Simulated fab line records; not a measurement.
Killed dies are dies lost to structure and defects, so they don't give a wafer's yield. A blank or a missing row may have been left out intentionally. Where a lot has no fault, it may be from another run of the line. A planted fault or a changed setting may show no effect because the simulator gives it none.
fab line records ; flow sky130
[record] lots = 14; wafers = 42; last_day = 50
route steps=708 shown VT_ADJUST_LVTN@104 VT_ADJUST_NCORE@127 VT_ADJUST_PCH@152 LDD_N@253 LDD_P@265
lots untouched by any fault: they come from a run of this same line in which no faults occurred
start_h: hours from the record's first day to the start of the lot's first wafer shown ; wait_h: hours from the lot's prior step to this one ; " unchanged from the row above ; L1.1+2: one row covering several wafers at once ; - value missing, or start not given ; * or withheld: withheld ; < > ~ a bound
route shown NAME@n: names a module that has steps shown in the file, with the first one's number in the route ; usual: average and standard deviation across the fault-free wafers ; same: alike in all rows ; chamber/n: place in a boat ; sites: the reading at each site ; _std_site: the values' standard deviation ; _edge_site: the outer-site mean with the inner-site mean subtracted ; radius_mm: how far each site lies from the wafer's centre ; mask NAME#n: copy n ; behind: the most recent tool/chamber to have shaped the wafer ; hold: reason for holding the lot/hours on hold/outcome of the hold ; device: names the non-switching transistor (n, p or np) ; end of line: the same wafers' tests at the end of the route ; a step given without rows: its recipe and nothing more ; killed: at the first sort, the dies lost to defects and structure; wafer yield is something else ; map: a wafer's dies, marking killed ones x, the rest . and places with no die _
set.NAME: the setting that was run; set.NAME@STEP: the one run at that earlier step ; model.NAME: the simulator's own value behind a step, which no gauge read
steps of the route over a sample of lots; a table a step, a row a wafer
services: the hour from which a tool's chamber was out of use, counted from the record's first day as start_h (under 0 if before that day), plus the number of hours and why
[[steps]]
[step SKY_VT_ADJUST_LVTN_OVL_MEAS_07]
[usual] VT_ADJUST_LVTN_OVL = 0.7/1.3
lot.wafer;tool;chamber;start_h;wait_h;VT_ADJUST_LVTN_OVL[nm]
L581.1;overlay-01;-;150.06;-;1.7
L581.2;overlay-01;-;150.06;-;-2.3
L581.3;overlay-01;-;150.06;-;2.9
L583.4;overlay-02;-;154.15;-;0.2
L583.5;overlay-02;-;154.15;-;0.4
L583.6;overlay-02;-;154.15;-;-1.4
L584.1;overlay-02;-;155.92;-;0.2
L584.4;overlay-02;-;155.92;-;1.4
L584.5;overlay-02;-;155.92;-;0.3
L586.1;overlay-02;-;172.77;-;0.6
L586.2;overlay-02;-;172.77;-;0.3
L586.6;overlay-02;-;172.77;-;-0.2
L587.2;overlay-01;-;179.22;-;1.2
L587.3;overlay-01;-;179.22;-;1.8
L587.6;overlay-01;-;179.22;-;1.8
L588.2;overlay-02;-;184.78;-;-1.9
L588.3;overlay-02;-;184.78;-;-0.6
L588.4;overlay-02;-;184.78;-;0.9
L589.2;overlay-01;-;190.41;-;1.6
L589.3;overlay-01;-;190.41;-;1.6
L589.4;overlay-01;-;190.41;-;1.6
L591.1;overlay-01;-;215.93;-;-1.0
L591.3;overlay-01;-;215.93;-;-0.4
L591.5;overlay-01;-;215.93;-;-2.0
L592.2;overlay-01;-;225.31;-;-0.8
L592.3;overlay-01;-;225.31;-;0.8
L592.4;overlay-01;-;225.31;-;0.9
L595.2;overlay-02;-;236.92;-;-0.2
L595.3;overlay-02;-;236.92;-;1.7
L595.5;overlay-02;-;236.92;-;1.0
L601.1;overlay-01;-;268.65;-;-0.8
L601.5;overlay-01;-;268.65;-;2.0
L601.6;overlay-01;-;268.65;-;-0.1
L602.3;overlay-01;-;275.63;-;1.3
L602.4;overlay-01;-;275.63;-;0.7
L602.5;overlay-01;-;275.63;-;1.9
L603.1;overlay-01;-;283.60;-;-2.1
L603.2;overlay-01;-;283.60;-;-0.8
L603.4;overlay-01;-;283.60;-;-0.7
L604.2;overlay-01;-;291.42;-;0.7
L604.4;overlay-01;-;291.42;-;-0.9
L604.6;overlay-01;-;291.42;-;-0.1
[step SKY_VT_ADJUST_NCORE_OVL_MEAS_08]
[usual] VT_ADJUST_NCORE_OVL = -0.6/1.2
lot.wafer;tool;chamber;start_h;wait_h;VT_ADJUST_NCORE_OVL[nm]
L581.1;overlay-02;-;191.53;0.1;0.9
L581.2;overlay-02;-;191.53;0.1;-0.6
L581.3;overlay-02;-;191.53;0.1;-0.9
L583.4;overlay-02;-;195.02;0.1;1.1
L583.5;overlay-02;-;195.02;0.1;-0.7
L583.6;overlay-02;-;195.02;0.1;0.2
L584.1;overlay-02;-;196.31;0.1;0.0
L584.4;overlay-02;-;196.31;0.1;0.4
L584.5;overlay-02;-;196.31;0.1;0.6
L586.1;overlay-01;-;214.52;0.1;-1.0
L586.2;overlay-01;-;214.52;0.1;-2.2
L586.6;overlay-01;-;214.52;0.1;-1.3
L587.2;overlay-02;-;221.95;0.1;-0.4
L587.3;overlay-02;-;221.95;0.1;-0.9
L587.6;overlay-02;-;221.95;0.1;0.7
L588.2;overlay-01;-;227.58;0.1;-1.7
L588.3;overlay-01;-;227.58;0.1;-4.3
L588.4;overlay-01;-;227.58;0.1;-1.2
L589.2;overlay-01;-;234.48;0.1;-2.7
L589.3;overlay-01;-;234.48;0.1;-0.5
L589.4;overlay-01;-;234.48;0.1;0.1
L591.1;overlay-01;-;262.77;0.1;0.5
L591.3;overlay-01;-;262.77;0.1;-0.8
L591.5;overlay-01;-;262.77;0.1;1.1
L592.2;overlay-01;-;272.58;0.1;1.6
L592.3;overlay-01;-;272.58;0.1;-0.1
L592.4;overlay-01;-;272.58;0.1;1.4
L595.2;overlay-01;-;284.62;0.1;-0.7
L595.3;overlay-01;-;284.62;0.1;0.5
L595.5;overlay-01;-;284.62;0.1;-1.0
L601.1;overlay-01;-;318.66;0.1;0.0
L601.5;overlay-01;-;318.66;0.1;-2.1
L601.6;overlay-01;-;318.66;0.1;-1.3
L602.3;overlay-02;-;328.99;0.1;-3.1
L602.4;overlay-02;-;328.99;0.1;-0.1
L602.5;overlay-02;-;328.99;0.1;0.3
L603.1;overlay-02;-;336.02;0.1;0.4
L603.2;overlay-02;-;336.02;0.1;-1.1
L603.4;overlay-02;-;336.02;0.1;1.6
L604.2;overlay-02;-;344.72;0.1;-0.6
L604.4;overlay-02;-;344.72;0.1;1.1
L604.6;overlay-02;-;344.72;0.1;2.0
[step SKY_VT_ADJUST_PCH_STRIP_09]
[recipe] chemistry = O2/N2; power_w = 1400; pressure_mtorr = 1500; platen_temp_c = withheld; o2_flow_sccm = 3000; n2_flow_sccm = 300; overash_fraction = 0.5
[usual] chamber_pressure_mTorr = 1500.1/1.3; drypump_motor_current_A = 5.56/0.25; oes_product_au = 0.722/0.0046; strip_time_to_endpoint_s = 36.97/0.094
lot.wafer;tool;chamber;start_h;wait_h;chamber_pressure_mTorr;drypump_motor_current_A;oes_product_au;rf_hours_counter_h;strip_time_to_endpoint_s
L581.1;plasma_asher-04;0;234.95;0.1;1500.5;5.70;0.715;12;37.03
L581.2;plasma_asher-04;1;234.95;0.1;1499.6;5.88;0.714;12;36.97
L581.3;plasma_asher-04;0;234.95;0.1;1501.9;5.70;0.720;-;37.15
L583.4;plasma_asher-04;0;239.08;0.1;1499.7;5.70;0.719;-;36.96
L583.5;plasma_asher-04;1;239.08;0.1;1501.6;5.87;0.722;-;36.91
L583.6;plasma_asher-04;0;239.08;0.1;1500.1;5.69;0.726;-;36.99
L584.1;plasma_asher-01;0;241.65;0.1;1498.5;5.35;0.728;56;36.93
L584.4;plasma_asher-01;0;241.65;0.1;1498.8;5.35;0.720;-;36.98
L584.5;plasma_asher-01;0;241.65;0.1;1499.1;5.32;0.720;-;36.84
L586.1;plasma_asher-04;1;260.85;0.1;1502.5;5.86;0.720;14;36.83
L586.2;plasma_asher-04;0;260.85;0.1;1499.7;5.68;0.717;14;36.81
L586.6;plasma_asher-04;1;260.85;0.1;1500.7;5.85;0.716;-;36.91
L587.2;plasma_asher-01;0;269.08;0.1;1499.1;5.37;0.727;59;37.12
L587.3;plasma_asher-01;1;269.08;0.1;1500.4;5.80;0.723;-;37.15
L587.6;plasma_asher-01;0;269.08;0.1;1501.7;5.33;0.721;-;37.24
L588.2;plasma_asher-04;1;275.21;0.1;1499.3;5.84;0.731;15;36.91
L588.3;plasma_asher-04;0;275.21;0.1;1501.7;5.67;0.722;-;36.98
L588.4;plasma_asher-04;1;275.21;0.1;1498.6;5.85;0.732;-;37.03
L589.2;plasma_asher-03;0;282.81;0.1;1499.1;5.45;0.722;46;36.85
L589.3;plasma_asher-03;0;282.81;0.1;1500.1;5.43;0.719;-;36.84
L589.4;plasma_asher-03;1;282.81;0.1;1501.5;5.21;0.717;-;36.87
L591.1;plasma_asher-04;1;312.40;0.1;1499.3;5.85;0.717;19;37.02
L591.3;plasma_asher-04;1;312.40;0.1;1499.6;5.83;0.719;-;36.99
L591.5;plasma_asher-04;1;312.40;0.1;1501.7;5.83;0.723;-;37.05
L592.2;plasma_asher-01;1;326.91;0.1;1500.8;5.82;0.720;63;36.87
L592.3;plasma_asher-01;1;326.91;0.1;1500.0;5.81;0.728;-;37.02
L592.4;plasma_asher-01;0;326.91;0.1;1499.9;5.32;0.723;-;36.81
L595.2;plasma_asher-03;1;336.73;0.1;1502.1;5.18;0.722;52;36.97
L595.3;plasma_asher-03;1;336.73;0.1;1500.9;5.19;0.728;-;36.87
L595.5;plasma_asher-03;0;336.73;0.1;1499.8;5.38;0.727;-;36.78
L601.1;plasma_asher-03;1;374.93;0.1;1502.4;5.24;0.725;55;37.07
L601.5;plasma_asher-03;0;374.93;0.1;1500.7;5.39;0.723;-;37.21
L601.6;plasma_asher-03;1;374.93;0.1;1502.0;5.25;0.723;-;37.11
L602.3;plasma_asher-04;1;385.20;0.1;1500.1;5.85;0.723;-;37.04
L602.4;plasma_asher-04;0;385.20;0.1;1499.4;5.69;0.724;-;36.92
L602.5;plasma_asher-04;0;385.20;0.1;1499.6;5.70;0.728;-;36.91
L603.1;plasma_asher-01;1;392.88;0.1;1497.8;5.83;0.718;70;37.07
L603.2;plasma_asher-01;0;392.88;0.1;1501.8;5.34;0.721;70;36.92
L603.4;plasma_asher-01;0;392.88;0.1;1499.8;5.32;0.721;-;37.00
L604.2;plasma_asher-04;1;402.11;0.1;1502.4;5.87;0.719;28;36.98
L604.4;plasma_asher-04;1;402.11;0.1;1502.4;5.87;0.721;-;37.05
L604.6;plasma_asher-04;1;402.11;0.1;1498.8;5.89;0.726;-;37.13
[step SKY_LDD_N_STRIP_16]
[recipe] chemistry = O2/N2; power_w = 1400; pressure_mtorr = 1500; platen_temp_c = withheld; o2_flow_sccm = 3000; n2_flow_sccm = 300; overash_fraction = 0.5
[usual] chamber_pressure_mTorr = 1500.2/1.7; drypump_motor_current_A = 5.6/0.3; oes_product_au = 0.407/0.0044; strip_time_to_endpoint_s = 4.314/0.018
lot.wafer;tool;chamber;start_h;wait_h;chamber_pressure_mTorr;drypump_motor_current_A;oes_product_au;rf_hours_counter_h;strip_time_to_endpoint_s
L581.1;plasma_asher-04;1;413.39;0.1;1499.7;5.9;0.402;29;4.333
L581.2;plasma_asher-04;0;413.39;0.1;1501.2;5.7;0.404;29;4.326
L581.3;plasma_asher-04;0;413.39;0.1;1498.8;5.7;0.401;-;4.307
L583.4;plasma_asher-04;0;418.16;0.1;1500.2;5.7;0.407;-;4.326
L583.5;plasma_asher-04;0;418.16;0.1;1497.6;5.7;0.409;-;4.318
L583.6;plasma_asher-04;1;418.16;0.1;1499.9;5.9;0.405;-;4.300
L584.1;plasma_asher-02;1;427.94;0.1;1498.7;5.3;0.403;72;4.334
L584.4;plasma_asher-02;1;427.94;0.1;1500.6;5.3;0.405;-;4.318
L584.5;plasma_asher-02;1;427.94;0.1;1498.2;5.4;0.408;-;4.310
L586.1;plasma_asher-02;1;451.03;0.1;1500.0;5.4;0.410;74;4.340
L586.2;plasma_asher-02;0;451.03;0.1;1504.5;6.1;0.403;74;4.333
L586.6;plasma_asher-02;0;451.03;0.1;1500.9;6.1;0.412;-;4.320
L587.2;plasma_asher-03;0;458.92;0.1;1500.0;5.4;0.407;63;4.291
L587.3;plasma_asher-03;0;458.92;0.1;1502.7;5.4;0.407;-;4.297
L587.6;plasma_asher-03;1;458.92;0.1;1500.1;5.2;0.400;-;4.292
L588.2;plasma_asher-03;1;468.31;0.1;1500.3;5.2;0.413;64;4.316
L588.3;plasma_asher-03;1;468.31;0.1;1502.1;5.2;0.411;-;4.279
L588.4;plasma_asher-03;0;468.31;0.1;1502.3;5.4;0.415;-;4.313
L589.2;plasma_asher-03;0;469.07;0.1;1499.3;5.4;0.403;64;4.297
L589.3;plasma_asher-03;0;469.07;0.1;1498.6;5.4;0.411;-;4.300
L589.4;plasma_asher-03;1;469.07;0.1;1499.0;5.2;0.409;-;4.298
L591.1;plasma_asher-03;0;504.37;0.1;-;-;-;-;-
L591.3;plasma_asher-03;0;504.37;0.1;-;-;-;-;-
L591.5;plasma_asher-03;0;504.37;0.1;-;-;-;-;-
L592.2;plasma_asher-04;1;519.02;0.1;-;-;-;-;-
L592.3;plasma_asher-04;1;519.02;0.1;-;-;-;-;-
L592.4;plasma_asher-04;0;519.02;0.1;-;-;-;-;-
L595.2;plasma_asher-02;0;538.21;0.1;1499.4;6.1;0.405;83;4.329
L595.3;plasma_asher-02;0;538.21;0.1;1497.0;6.0;0.409;-;4.346
L595.5;plasma_asher-02;0;538.21;0.1;1502.3;6.1;0.402;-;4.339
L601.1;plasma_asher-04;1;572.79;0.1;1504.3;5.9;0.413;44;4.321
L601.5;plasma_asher-04;0;572.79;0.1;1499.5;5.7;0.414;-;4.314
L601.6;plasma_asher-04;1;572.79;0.1;1499.8;5.9;0.404;-;4.330
L602.3;plasma_asher-04;1;585.66;0.1;1500.9;5.9;0.406;-;4.358
L602.4;plasma_asher-04;0;585.66;0.1;1500.2;5.7;0.408;-;4.328
L602.5;plasma_asher-04;1;585.66;0.1;1500.3;5.9;0.403;-;4.360
L603.1;plasma_asher-03;1;588.31;0.1;1500.3;5.2;0.405;77;4.339
L603.2;plasma_asher-03;0;588.31;0.1;1500.8;5.4;0.420;77;4.313
L603.4;plasma_asher-03;1;588.31;0.1;1502.3;5.2;0.405;-;4.331
L604.2;plasma_asher-03;0;599.79;0.2;1503.7;5.4;0.407;78;4.302
L604.4;plasma_asher-03;1;599.79;0.2;1498.4;5.2;0.406;-;4.319
L604.6;plasma_asher-03;0;599.79;0.2;1500.0;5.4;0.407;-;4.298
[step SKY_LDD_P_STRIP_10]
[recipe] chemistry = O2/N2; power_w = 1400; pressure_mtorr = 1500; platen_temp_c = withheld; o2_flow_sccm = 3000; n2_flow_sccm = 300; overash_fraction = 0.5
[usual] chamber_pressure_mTorr = 1500.1/1.2; drypump_motor_current_A = 5.6/0.31; oes_product_au = 0.716/0.0053; strip_time_to_endpoint_s = 14.18/0.04
lot.wafer;tool;chamber;start_h;wait_h;chamber_pressure_mTorr;drypump_motor_current_A;oes_product_au;rf_hours_counter_h;strip_time_to_endpoint_s
L581.1;plasma_asher-02;0;443.62;0.1;1500.1;6.1;0.717;74;14.20
L581.2;plasma_asher-02;1;443.62;0.1;1502.4;5.4;0.708;74;14.13
L581.3;plasma_asher-02;0;443.62;0.1;1498.5;6.1;0.719;-;14.13
L583.4;plasma_asher-01;1;448.88;0.1;1499.7;5.8;0.727;-;14.24
L583.5;plasma_asher-01;0;448.88;0.1;1497.7;5.4;0.711;-;14.26
L583.6;plasma_asher-01;1;448.88;0.1;1501.0;5.8;0.710;-;14.21
L584.1;plasma_asher-01;0;458.41;0.1;1503.7;5.3;0.713;3;14.19
L584.4;plasma_asher-01;1;458.41;0.1;1500.8;5.8;0.708;-;14.18
L584.5;plasma_asher-01;0;458.41;0.1;1500.3;5.3;0.717;-;14.20
L586.1;plasma_asher-01;0;481.97;0.1;1499.4;5.3;0.724;5;14.11
L586.2;plasma_asher-01;1;481.97;0.1;1497.1;5.8;0.715;5;14.16
L586.6;plasma_asher-01;1;481.97;0.1;1499.6;5.8;0.722;-;14.14
L587.2;plasma_asher-01;1;489.11;0.1;1499.2;5.8;0.717;6;14.14
L587.3;plasma_asher-01;0;489.11;0.1;1499.2;5.3;0.713;-;14.13
L587.6;plasma_asher-01;1;489.11;0.1;1499.1;5.8;0.710;-;14.20
L588.2;plasma_asher-01;1;498.79;0.1;1503.1;5.8;0.724;7;14.21
L588.3;plasma_asher-01;0;498.79;0.1;1502.2;5.3;0.712;-;14.19
L588.4;plasma_asher-01;1;498.79;0.1;1501.7;5.8;0.718;-;14.19
L589.2;plasma_asher-01;1;500.22;0.1;1499.9;5.9;0.710;7;14.15
L589.3;plasma_asher-01;0;500.22;0.1;1498.5;5.4;0.726;-;14.09
L589.4;plasma_asher-01;1;500.22;0.1;1499.4;5.8;0.710;-;14.12
L591.1;plasma_asher-01;1;534.90;0.1;1498.2;5.8;0.712;11;18.75
L591.3;plasma_asher-01;0;534.90;0.1;1501.4;5.3;0.717;-;18.70
L591.5;plasma_asher-01;0;534.90;0.1;1500.8;5.3;0.717;-;18.70
L592.2;plasma_asher-02;1;549.01;0.1;1500.0;5.3;0.708;84;18.73
L592.3;plasma_asher-02;1;549.01;0.1;1498.1;5.3;0.727;-;18.69
L592.4;plasma_asher-02;0;549.01;0.1;1501.0;6.1;0.723;-;18.67
L595.2;plasma_asher-01;0;568.51;0.1;1501.9;5.3;0.722;14;14.21
L595.3;plasma_asher-01;0;568.51;0.1;1500.4;5.3;0.718;-;14.21
L595.5;plasma_asher-01;0;568.51;0.1;1499.6;5.3;0.712;-;14.20
L601.1;plasma_asher-02;0;602.34;0.1;1500.5;6.1;0.721;90;14.15
L601.5;plasma_asher-02;1;602.34;0.1;1500.0;5.4;0.718;-;14.15
L601.6;plasma_asher-02;0;602.34;0.1;1501.3;6.1;0.720;-;14.19
L602.3;plasma_asher-03;0;615.64;0.1;1499.5;5.4;0.712;-;14.19
L602.4;plasma_asher-03;1;615.64;0.1;1499.2;5.2;0.714;-;14.15
L602.5;plasma_asher-03;1;615.64;0.1;1499.6;5.2;0.709;-;14.19
L603.1;plasma_asher-03;1;618.31;0.1;1498.6;5.2;0.715;79;14.11
L603.2;plasma_asher-03;0;618.31;0.1;1499.4;5.4;0.717;79;14.15
L603.4;plasma_asher-03;1;618.31;0.1;1500.3;5.2;0.724;-;14.13
L604.2;plasma_asher-01;1;628.94;0.1;1500.1;5.8;0.719;20;14.19
L604.4;plasma_asher-01;0;628.94;0.1;1499.3;5.3;0.709;-;14.19
L604.6;plasma_asher-01;1;628.94;0.1;1499.2;5.8;0.716;-;14.21
[step SKY_LDD_P_TW_MEAS_11]
[usual] LDD_P_TW = 636.3/2.9
lot.wafer;tool;chamber;start_h;wait_h;LDD_P_TW
L581.1;film_metro-04;-;443.72;0.1;630.3
L581.2;film_metro-04;-;443.72;0.1;631.4
L581.3;film_metro-04;-;443.72;0.1;631.3
L583.4;film_metro-01;-;448.98;0.1;641.5
L583.5;film_metro-01;-;448.98;0.1;640.7
L583.6;film_metro-01;-;448.98;0.1;645.9
L584.1;film_metro-04;-;458.66;0.2;635.4
L584.4;film_metro-04;-;458.66;0.2;635.3
L584.5;film_metro-04;-;458.66;0.2;636.8
L586.1;film_metro-03;-;482.07;0.1;636.5
L586.2;film_metro-03;-;482.07;0.1;636.8
L586.6;film_metro-03;-;482.07;0.1;637.4
L587.2;film_metro-03;-;489.22;0.1;636.2
L587.3;film_metro-03;-;489.22;0.1;638.9
L587.6;film_metro-03;-;489.22;0.1;634.9
L588.2;film_metro-01;-;498.90;0.1;639.8
L588.3;film_metro-01;-;498.90;0.1;635.2
L588.4;film_metro-01;-;498.90;0.1;633.3
L589.2;film_metro-01;-;500.33;0.1;635.0
L589.3;film_metro-01;-;500.33;0.1;635.0
L589.4;film_metro-01;-;500.33;0.1;633.6
L591.1;film_metro-04;-;535.00;0.1;30.1
L591.3;film_metro-04;-;535.00;0.1;29.8
L591.5;film_metro-04;-;535.00;0.1;30.0
L592.2;film_metro-04;-;549.12;0.1;29.7
L592.3;film_metro-04;-;549.12;0.1;30.0
L592.4;film_metro-04;-;549.12;0.1;29.9
L595.2;film_metro-03;-;568.62;0.1;641.0
L595.3;film_metro-03;-;568.62;0.1;640.9
L595.5;film_metro-03;-;568.62;0.1;641.5
L601.1;film_metro-04;-;602.44;0.1;636.0
L601.5;film_metro-04;-;602.44;0.1;634.6
L601.6;film_metro-04;-;602.44;0.1;636.3
L602.3;film_metro-01;-;615.73;0.1;633.8
L602.4;film_metro-01;-;615.73;0.1;633.4
L602.5;film_metro-01;-;615.73;0.1;631.1
L603.1;film_metro-01;-;618.41;0.1;633.4
L603.2;film_metro-01;-;618.41;0.1;635.3
L603.4;film_metro-01;-;618.41;0.1;637.8
L604.2;film_metro-03;-;629.05;0.1;640.8
L604.4;film_metro-03;-;629.05;0.1;640.0
L604.6;film_metro-03;-;629.05;0.1;637.2
[[services]]
tool;chamber;start_h;hours;kind
plasma_asher-03;-;211.58;2.3;repair
plasma_asher-03;-;217.37;2.9;repair
plasma_asher-04;-;241.08;2.8;pm
plasma_asher-04;-;244.00;10.5;repair
plasma_asher-01;-;278.87;9.4;repair
plasma_asher-02;-;338.54;4.0;pm
plasma_asher-03;-;344.35;4.4;repair
plasma_asher-02;-;350.29;2.8;pm
plasma_asher-04;-;378.63;2.5;repair
plasma_asher-03;-;410.43;0.5;repair
plasma_asher-01;-;421.25;9.0;pm
plasma_asher-01;0;421.25;9.0;vent_cycle
plasma_asher-01;1;421.25;9.0;vent_cycle
plasma_asher-01;0;430.25;-;clean
plasma_asher-01;1;430.25;-;clean
plasma_asher-04;-;457.94;5.8;repair
plasma_asher-02;-;534.43;1.9;repair
plasma_asher-04;-;557.92;8.3;repair
[[key]]
[first_sign] step = SKY_LDD_N_STRIP_16; reading = tool_record; direction = missing
[effect] step = SKY_LDD_P_STRIP_10; reading = strip_time_to_endpoint_s; direction = up; sigmas = 99+; usual = *; struck = *
[effect] step = SKY_LDD_P_TW_MEAS_11; reading = LDD_P_TW; direction = down; sigmas = 99+; usual = 636.3; struck = 29.9
met_at SKY_LDD_N_STRIP_16
struck_lots L591,L592
sort_left_out L591.1,L591.3,L591.5,L592.2,L592.3,L592.4
tester_left_out L591,L592
not_acting_at SKY_VT_ADJUST_LVTN_OVL_MEAS_07,SKY_VT_ADJUST_NCORE_OVL_MEAS_08,SKY_VT_ADJUST_PCH_STRIP_09
onset_between 469.07 504.37
[fault] kind = skipped_step_whole; tool = plasma_asher-03,plasma_asher-04; chamber = -; onset_h = 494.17; steps = SKY_LDD_N_STRIP_16; scope = struck_lots_only
// tester_left_out: of these lots the tester's yield and bins aren't shown, on N5 and GAA mostly nor the transistor test; their killed dies are dies lost to structure and defects alone, not to doping, threshold or leakage, so they don't give the yield
// sort_left_out: the simulated sort isn't trusted on such a fault, so these wafers' sort isn't shown, and their yield isn't known
